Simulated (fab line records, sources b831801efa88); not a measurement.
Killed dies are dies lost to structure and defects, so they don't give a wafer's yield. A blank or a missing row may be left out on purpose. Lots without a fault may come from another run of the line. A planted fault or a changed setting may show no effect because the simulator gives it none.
One fault seen from 2 desks | flow sky130 | each desk has only its own numbers; what lay behind them comes last

THE METROLOGY DESK
What the gauges read, lot by lot, whatever tool the lot ran on: means of the sampled wafers that have a number. A lot is out of limits, marked OUT, if its mean lies more than 4 standard deviations from the usual mean; the brackets give that distance.
Columns: A = VT_ADJUST_PCH_OVL at SKY_VT_ADJUST_PCH_OVL_MEAS_07, usual -0.2 nm; B = cd_nm at SKY_LOCAL_INTERCONNECT_CD_MEAS_11, usual 170.4 nm; C = VIA3_HDPCVD_THK at SKY_VIA3_THK_MEAS_01, usual 1636 nm
lot  | first seen here | A    | B                | C
L556 | day 11 03:04    | -0.5 | 172.8            | 1643
L557 | day 11 14:41    | -1.2 | 168.8            | 1638
L558 | day 11 16:08    | -0.2 | 169.9            | 1653
L559 | day 12 02:26    | -2.3 | 171.2            | 1628
L561 | day 12 17:37    | -1.7 | 169.5            | 1633
L565 | day 13 19:44    | -0.8 | 176.6 (+4.1) OUT | 1648
L567 | day 14 09:13    | -1.4 | 179.9 (+6.4) OUT | 1642
L568 | day 14 21:29    | 1.6  | 177.1 (+4.5) OUT | 1622
L572 | day 16 13:43    | -1.2 | 169.5            | 1627
L573 | day 16 14:44    | 0.1  | 170.5            | 1625
L574 | day 16 21:20    | 1.0  | 168.9            | 1645
L575 | day 17 10:47    | 0.5  | 169.2            | 1628
L576 | day 17 13:34    | -1.5 | 170.7            | 1628
This desk's finding: out of limits on L565, L567, L568; first on L565, day 34 00:11 (cd_nm at SKY_LOCAL_INTERCONNECT_CD_MEAS_11). In limits: L556, L557, L558, L559, L561, L572, L573, L574, L575, L576.

THE TOOL OWNER'S DESK: litho_track-02
The tool's own readings at SKY_LOCAL_INTERCONNECT_DEVELOP_10 (develop time 60 s): means of the sampled wafers that have a number, for each lot that ran on this tool. A lot is out of limits, marked OUT, if its mean lies more than 4 standard deviations from the usual mean; the brackets give that distance.
Columns: A = exhaust_pa at SKY_LOCAL_INTERCONNECT_DEVELOP_10, usual 45.1 Pa
lot  | first seen here | A
L557 | day 31 23:00    | 45.3
L558 | day 32 00:00    | 45.2
L561 | day 32 17:00    | 44.3
L565 | day 34 00:00    | 45.0
L567 | day 34 16:00    | 43.8
L568 | day 34 21:00    | 45.5
This desk's finding: nothing out of limits on any of the 6 lots.

PUT TOGETHER
The metrology desk could have raised an alarm at day 34 00:11, on L565, L567, L568.
The tool owner's desk saw nothing out of limits.
The tool owner's desk has L565, L567, L568 on record, within its limits.
Of the lots named, all ran SKY_LOCAL_INTERCONNECT_DEVELOP_10 on litho_track-02.

WHAT THE SIMULATOR HAD PUT IN
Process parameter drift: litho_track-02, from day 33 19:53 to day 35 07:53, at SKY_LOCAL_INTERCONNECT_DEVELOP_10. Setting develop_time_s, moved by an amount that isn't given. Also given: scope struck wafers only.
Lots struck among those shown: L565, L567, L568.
Hours from the fault's start to each desk's first reading out of limits: the metrology desk, 4.
